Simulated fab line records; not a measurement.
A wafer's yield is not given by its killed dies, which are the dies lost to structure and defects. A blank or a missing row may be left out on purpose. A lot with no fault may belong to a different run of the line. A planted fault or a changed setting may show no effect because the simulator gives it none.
fab line records	flow sky130
record: lots: 5	wafers: 15	last_day: 49
route steps=708 shown VIA1@471 METAL2@483 PAD_OPEN@708
lots untouched by any fault: they come from a run of this same line in which no faults occurred
start_h: start of the lot's first displayed wafer, in hours after the record's first day	wait_h: time in hours since the lot's previous step	" the same as in the row above	L1.1+2: one row covering several wafers at once	- no value present, or no start provided	* or withheld: withheld	< > ~ a bound
route shown NAME@n: a module of which the file shows steps, and the number in the route of the first	usual: mean/standard deviation of fault-free wafers	same: alike in all rows	chamber/n: place in a boat	sites: the reading at each site	_std_site: the values' standard deviation	_edge_site: mean of outer sites minus mean of inner sites	radius_mm: how far each site lies from the wafer's centre	mask NAME#n: copy n	behind: tool/chamber where the wafer was last shaped	hold: cause of the lot's hold/its duration in hours/its outcome	device: the transistor (n, p or np) that didn't switch	end of line: the tests these same wafers got at the end of their route	for a step that has no rows: nothing shown but its recipe	killed: count of dies lost to structure and defects at first sort (not the wafer's yield)	map: a wafer's dies, x killed, . not, _ none there
set.NAME: the run value of the setting; set.NAME@STEP: its run value at that earlier step	model.NAME: the simulator's own value behind a step, which no gauge read
lots seen at some steps along the route; tables by step, rows by wafer
services: the hour from which a tool's chamber was out of use, counted from the record's first day as start_h (under 0 if before that day), plus the number of hours and why
== steps ==
step: SKY_VIA1_OVL_MEAS_13
usual: VIA1_OVL: 2/5.8
lot.wafer	tool	chamber	start_h	wait_h	VIA1_OVL[nm]
L924.2	overlay-02	-	833.28	0.1	2
L924.3	"	-	"	"	11
L924.5	"	-	"	"	7
L927.3	overlay-01	-	841.94	0.1	3
L927.4	"	-	"	"	1
L927.5	"	-	"	"	1
L938.2	overlay-02	-	915.38	0.1	-1
L938.3	"	-	"	"	-3
L938.6	"	-	"	"	2
L940.3	overlay-01	-	930.29	0.1	2
L940.5	"	-	"	"	-1
L940.6	"	-	"	"	-1
L941.2	overlay-01	-	938.73	0.1	1
L941.4	"	-	"	"	-2
L941.5	"	-	"	"	4
step: SKY_VIA1_ETCH_14
recipe: chemistry: N2/H2	target: BARC	ion_energy_ev: 200	source_w: 500	bias_w: 100	pressure_mtorr: 30	n2_flow_sccm: 100	h2_flow_sccm: 200	stop_on: SiO2	time_s: 45.9	target_depth_a: 600
usual: drypump_motor_current_A: 5.7/0.37	oes_product_au: 0.855/0.005	throttle_valve_pct: 13.225/0.0082
lot.wafer	tool	chamber	start_h	wait_h	drypump_motor_current_A	oes_product_au	rf_hours_counter_h	throttle_valve_pct
L924.2	rie_diel-02	2	833.31	0.0	5.2	0.853	16	13.206
L924.3	"	1	"	"	6.5	0.859	11	13.228
L924.5	"	0	"	"	5.4	0.850	-	13.236
L927.3	rie_diel-03	1	841.96	0.0	5.5	0.854	11	13.221
L927.4	"	3	"	"	5.8	0.858	7	13.219
L927.5	"	2	"	"	5.7	0.854	-	13.219
L938.2	rie_diel-03	3	915.41	0.0	5.8	0.849	10	13.214
L938.3	"	2	"	"	5.7	0.857	9	13.214
L938.6	"	2	"	"	5.7	0.867	-	13.226
L940.3	rie_diel-01	2	930.31	0.0	6.0	0.858	13	13.218
L940.5	"	1	"	"	6.2	0.858	-	13.229
L940.6	"	0	"	"	5.4	0.854	-	13.207
L941.2	rie_diel-03	0	938.76	0.0	6.0	0.861	2	13.230
L941.4	"	1	"	"	5.5	0.854	14	13.216
L941.5	"	0	"	"	6.0	0.858	-	13.217
step: SKY_VIA1_ETCH_15
recipe: target: SiO2	chemistry: C4F8/O2/Ar	target_depth_nm: 351	stop_on: TiN	mask_material: KrF-thick	source_w: 1500	bias_w: 1200	pressure_mtorr: 40	c4f8_flow_sccm: withheld	O2_flow_sccm: 6	Ar_flow_sccm: 300	time_s: 54
step: SKY_VIA1_STRIP_16
recipe: chemistry: O2/N2	power_w: 1400	pressure_mtorr: 1500	platen_temp_c: withheld	o2_flow_sccm: 3000	n2_flow_sccm: 300	overash_fraction: 0.5
usual: drypump_motor_current_A: 5.9/0.51	oes_product_au: 0.416/0.0045	strip_time_to_endpoint_s: 4.461/0.023
lot.wafer	tool	chamber	start_h	wait_h	drypump_motor_current_A	oes_product_au	rf_hours_counter_h	strip_time_to_endpoint_s
L924.2	plasma_asher-04	0	833.40	0.0	5.0	0.414	101	4.474
L924.3	"	0	"	"	5.0	0.421	-	4.486
L924.5	"	1	"	"	5.9	0.420	-	4.432
L927.3	plasma_asher-02	1	842.08	0.1	5.7	0.412	-	4.395
L927.4	"	0	"	"	6.6	0.413	-	4.437
L927.5	"	0	"	"	6.7	0.416	-	4.461
L938.2	plasma_asher-03	1	915.50	0.0	5.6	0.412	17	4.408
L938.3	"	1	"	"	5.6	0.412	-	4.433
L938.6	"	0	"	"	6.2	0.413	-	4.470
L940.3	plasma_asher-04	1	930.43	0.1	5.9	0.412	-	4.501
L940.5	"	0	"	"	5.0	0.420	-	4.484
L940.6	"	1	"	"	5.9	0.425	-	4.503
L941.2	plasma_asher-02	1	938.85	0.0	5.7	0.421	80	4.470
L941.4	"	0	"	"	6.7	0.406	-	4.443
L941.5	"	1	"	"	5.7	0.416	-	4.496
step: SKY_VIA1_STRIP_17
recipe: chemistry: post_etch_residue_remover	time_s: 1200	temp_c: 72.5
step: SKY_VIA1_CLEAN_18
recipe: chemistry: IPA	time_s: 180	temp_c: 25
step: SKY_VIA1_CLEAN_19
recipe: chemistry: O3/DIW	dry: n2_spin
step: SKY_VIA1_SPUTTER_20
recipe: material: TiN	target_thk_nm: 20	chamber_pressure_pa: 5	power_w: 4000	time_s: 80
usual: throttle_valve_pct: 29.7/1.1
lot.wafer	tool	chamber	start_h	wait_h	throttle_valve_pct
L924.2	pvd_sputter-01	-	834.00	0.0	29.3
L924.3	"	-	"	"	30.4
L924.5	"	-	"	"	30.1
L927.3	pvd_sputter-04	-	842.64	0.0	27.9
L927.4	"	-	"	"	28.8
L927.5	"	-	"	"	29.7
L938.2	pvd_sputter-04	-	916.09	0.0	29.3
L938.3	"	-	"	"	29.4
L938.6	"	-	"	"	29.5
L940.3	pvd_sputter-04	-	931.34	0.0	30.3
L940.5	"	-	"	"	30.4
L940.6	"	-	"	"	29.4
L941.2	pvd_sputter-01	-	939.52	0.0	32.2
L941.4	"	-	"	"	30.1
L941.5	"	-	"	"	30.2
step: SKY_VIA1_CVD_21
recipe: material: W	target_thk_nm: 270	time_s: 80.902	temp_c: 400	pressure_torr: 40
usual: heater_power_w: 812/40
lot.wafer	tool	chamber	start_h	wait_h	heater_power_w
L924.2	cvd_w-02	0	834.06	0.0	842
L924.3	"	1	"	"	847
L924.5	"	1	"	"	874
L927.3	cvd_w-01	0	842.73	0.1	808
L927.4	"	1	"	"	756
L927.5	"	0	"	"	802
L938.2	cvd_w-01	1	916.15	0.0	768
L938.3	"	1	"	"	782
L938.6	"	1	"	"	749
L940.3	cvd_w-01	1	931.44	0.1	753
L940.5	"	1	"	"	777
L940.6	"	0	"	"	838
L941.2	cvd_w-01	0	939.58	0.0	818
L941.4	"	0	"	"	853
L941.5	"	1	"	"	777
step: SKY_VIA1_RS_MEAS_22
recipe: thk_meas_gauge: four-point-probe	reads: W_of_VIA1_CVD_21+TiN_of_VIA1_SPUTTER_20
usual: VIA1_W_RS: 0.427/0.005
lot.wafer	tool	chamber	start_h	wait_h	VIA1_W_RS[ohm/sq]
L924.2	film_metro-01	-	834.17	0.1	0.425
L924.3	"	-	"	"	0.430
L924.5	"	-	"	"	0.424
L927.3	film_metro-01	-	842.84	0.1	0.432
L927.4	"	-	"	"	0.430
L927.5	"	-	"	"	0.430
L938.2	film_metro-01	-	916.27	0.1	0.430
L938.3	"	-	"	"	0.426
L938.6	"	-	"	"	0.426
L940.3	film_metro-03	-	931.54	0.1	0.428
L940.5	"	-	"	"	0.434
L940.6	"	-	"	"	0.431
L941.2	film_metro-01	-	939.69	0.1	0.421
L941.4	"	-	"	"	0.417
L941.5	"	-	"	"	0.424
step: SKY_VIA1_THK_MEAS_23
recipe: thk_meas_gauge: xrf	reads: W_of_VIA1_CVD_21
usual: VIA1_W_THK: 268/3.5
lot.wafer	tool	chamber	start_h	wait_h	VIA1_W_THK[nm]
L924.2	film_metro-01	-	834.28	0.1	271
L924.3	"	-	"	"	268
L924.5	"	-	"	"	270
L927.3	film_metro-01	-	842.94	0.1	266
L927.4	"	-	"	"	268
L927.5	"	-	"	"	268
L938.2	film_metro-01	-	916.38	0.1	270
L938.3	"	-	"	"	272
L938.6	"	-	"	"	270
L940.3	film_metro-03	-	931.64	0.1	269
L940.5	"	-	"	"	265
L940.6	"	-	"	"	267
L941.2	film_metro-01	-	939.80	0.1	273
L941.4	"	-	"	"	276
L941.5	"	-	"	"	270
step: SKY_VIA1_CMP_24
recipe: stop_on: SiO2	t_overpolish_s: 15	down_force_psi: 3.5	platen_rpm: 60	target_thk_nm: 0	pad_velocity_m_s: 0.94248
step: SKY_METAL2_SPUTTER_00
recipe: material: Ti	target_thk_nm: 15	power_w: 3000	time_s: 10	chamber_pressure_pa: 0.4
usual: throttle_valve_pct: 29.9/1
lot.wafer	tool	chamber	start_h	wait_h	throttle_valve_pct	model.Ti_of_METAL2_SPUTTER_00.thk_nm
L924.2	pvd_sputter-02	-	834.63	0.1	27.8	14.56
L924.3	"	-	"	"	29.3	14.66
L924.5	"	-	"	"	29.6	14.63
L927.3	pvd_sputter-03	-	843.28	0.1	29.9	23.29
L927.4	"	-	"	"	30.5	14.92
L927.5	"	-	"	"	30.0	15.02
L938.2	pvd_sputter-03	-	916.73	0.2	30.4	15.08
L938.3	"	-	"	"	29.8	14.89
L938.6	"	-	"	"	31.1	15.23
L940.3	pvd_sputter-02	-	931.98	0.2	27.6	14.56
L940.5	"	-	"	"	30.1	14.56
L940.6	"	-	"	"	29.3	14.75
L941.2	pvd_sputter-01	-	940.15	0.2	30.1	15.31
L941.4	"	-	"	"	29.4	15.56
L941.5	"	-	"	"	30.2	15.43
step: SKY_METAL2_SPUTTER_01
recipe: material: TiN	target_thk_nm: 20	power_w: 6500	time_s: 16.7	chamber_pressure_pa: 0.4
usual: throttle_valve_pct: 29.9/1
lot.wafer	tool	chamber	start_h	wait_h	throttle_valve_pct
L924.2	pvd_sputter-02	-	834.66	0.0	27.4
L924.3	"	-	"	"	29.6
L924.5	"	-	"	"	29.3
L927.3	pvd_sputter-03	-	843.30	0.0	30.0
L927.4	"	-	"	"	30.3
L927.5	"	-	"	"	30.2
L938.2	pvd_sputter-03	-	916.75	0.0	30.7
L938.3	"	-	"	"	29.4
L938.6	"	-	"	"	31.5
L940.3	pvd_sputter-02	-	932.00	0.0	27.6
L940.5	"	-	"	"	30.0
L940.6	"	-	"	"	29.6
L941.2	pvd_sputter-01	-	940.17	0.0	29.9
L941.4	"	-	"	"	29.7
L941.5	"	-	"	"	30.1
step: SKY_PAD_OPEN_PROBE_99
usual: defect_limited_yield: 82.3/1.9	killed_at_M0_to_M3: 44/6.5	killed_at_M4_up: 3.3/1.9	killed_at_contacts: 24/5.3	killed_at_front_end: 15/4.5	killed_at_other: 0.3/0.58	killed_dies: 87/9.3	killed_on_rim: 17/4.2	killed_open: 48/6.6	killed_short: 39/6.1	sort_bin_3_pad_short: 0.9/0.46	sort_bin_5_function: 10.5/1.6	sort_bin_6_memory: 6.3/1.1	sort_n_pass: 405/9.3	sort_yield_pct: 82.3/1.9
same: gross_dies: 492	killed_at_back_side: 0	sort_bin_4_leakage[%]: 0	sort_bin_8_speed[%]: 0
lot.wafer	tool	chamber	start_h	wait_h	defect_limited_yield[%]	killed_at_M0_to_M3	killed_at_M4_up	killed_at_contacts	killed_at_front_end	killed_at_other	killed_dies	killed_on_rim	killed_open	killed_short	sort_bin_3_pad_short[%]	sort_bin_5_function[%]	sort_bin_6_memory[%]	sort_n_pass	sort_yield_pct[%]
L938.2	prober-01	-	1168.28	0.1	81.7	45	4	24	16	1	90	14	57	33	1.0	9.6	7.7	402	81.7
L938.3	prober-01	-	1168.33	0.2	85.0	31	3	23	16	1	74	16	36	38	0.6	8.7	5.7	418	85.0
L938.6	prober-01	-	1168.48	0.2	80.1	51	2	28	17	0	98	20	50	48	1.6	11.6	6.7	394	80.1
L940.3	prober-02	-	1177.85	0.2	81.3	41	4	36	11	0	92	14	44	48	0.6	10.8	7.3	400	81.3
killed by level:class
L938.2 VIA1:geometric_particle:open=15 CONTACT:geometric_particle:open=10 VIA3:geometric_particle:open=8 LI_CONTACT:geometric_particle:open=8 POLY_GATE:geometric_particle:short=6 METAL2:geometric_particle:short=6 FIELD_ISO:geometric_particle:open=3 FIELD_ISO:geometric_particle:short=3
L938.3 LI_CONTACT:geometric_particle:open=6 CONTACT:geometric_particle:open=6 VIA3:geometric_particle:open=6 METAL2:geometric_particle:short=6 VIA1:geometric_particle:open=5 CONTACT:geometric_particle:short=5 METAL1:geometric_particle:short=5 LOCAL_INTERCONNECT:geometric_particle:short=4
L938.6 METAL1:geometric_particle:short=12 CONTACT:geometric_particle:open=12 LI_CONTACT:geometric_particle:open=8 VIA1:geometric_particle:open=7 FIELD_ISO:geometric_particle:short=6 VIA2:geometric_particle:open=6 VIA3:geometric_particle:open=6 VIA2:geometric_particle:short=5
L940.3 LOCAL_INTERCONNECT:geometric_particle:short=13 VIA3:geometric_particle:open=8 LI_CONTACT:geometric_particle:open=7 CONTACT:geometric_particle:open=7 CONTACT:geometric_particle:short=6 VIA2:geometric_particle:open=5 VIA1:geometric_particle:open=5 VIA1:geometric_particle:short=5
== services ==
tool	chamber	start_h	hours	kind
pvd_sputter-03	-	811.49	1.1	repair
cvd_w-02	0	814.37	3.9	repair
plasma_asher-02	-	826.96	14.6	pm
pvd_sputter-03	-	833.76	3.3	repair
pvd_sputter-02	-	838.35	2.4	repair
cvd_w-01	-	840.43	0.6	repair
rie_diel-03	0	843.80	3.6	repair
rie_diel-03	0	847.35	-	clean
rie_diel-03	0	847.35	19.0	scheduled_down
pvd_sputter-02	-	855.48	1.1	repair
plasma_asher-03	-	860.22	2.6	repair
rie_diel-01	-	861.14	2.8	pm
pvd_sputter-04	-	862.62	14.0	repair
cvd_w-02	-	874.87	2.8	pm
plasma_asher-04	-	894.24	1.0	repair
cvd_w-02	-	904.00	14.0	pm
rie_diel-03	3	904.02	5.5	repair
rie_diel-02	2	904.48	11.3	repair
rie_diel-03	1	908.16	16.2	repair
rie_diel-03	-	911.16	0.6	repair
pvd_sputter-03	-	918.34	54.1	repair
cvd_w-02	-	926.46	14.6	pm
rie_diel-02	-	926.95	0.2	repair
plasma_asher-04	-	935.68	2.0	repair
== key ==
first_sign none at tools or gauges
model_effect: step: SKY_METAL2_SPUTTER_00	value: Ti_of_METAL2_SPUTTER_00.thk_nm	without: 15.03	struck: 23.29
met_at SKY_METAL2_SPUTTER_00
struck_wafers L927.3
fault: kind: process_parameter_drift	tool: pvd_sputter-03	chamber: -	onset_h: 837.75	steps: SKY_METAL2_SPUTTER_00	channel: target_thk_nm	offset: 8.2634	shape: step	end_h: 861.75	scope: struck_wafers_only	acts_in: these_recipes_only	stated: 15
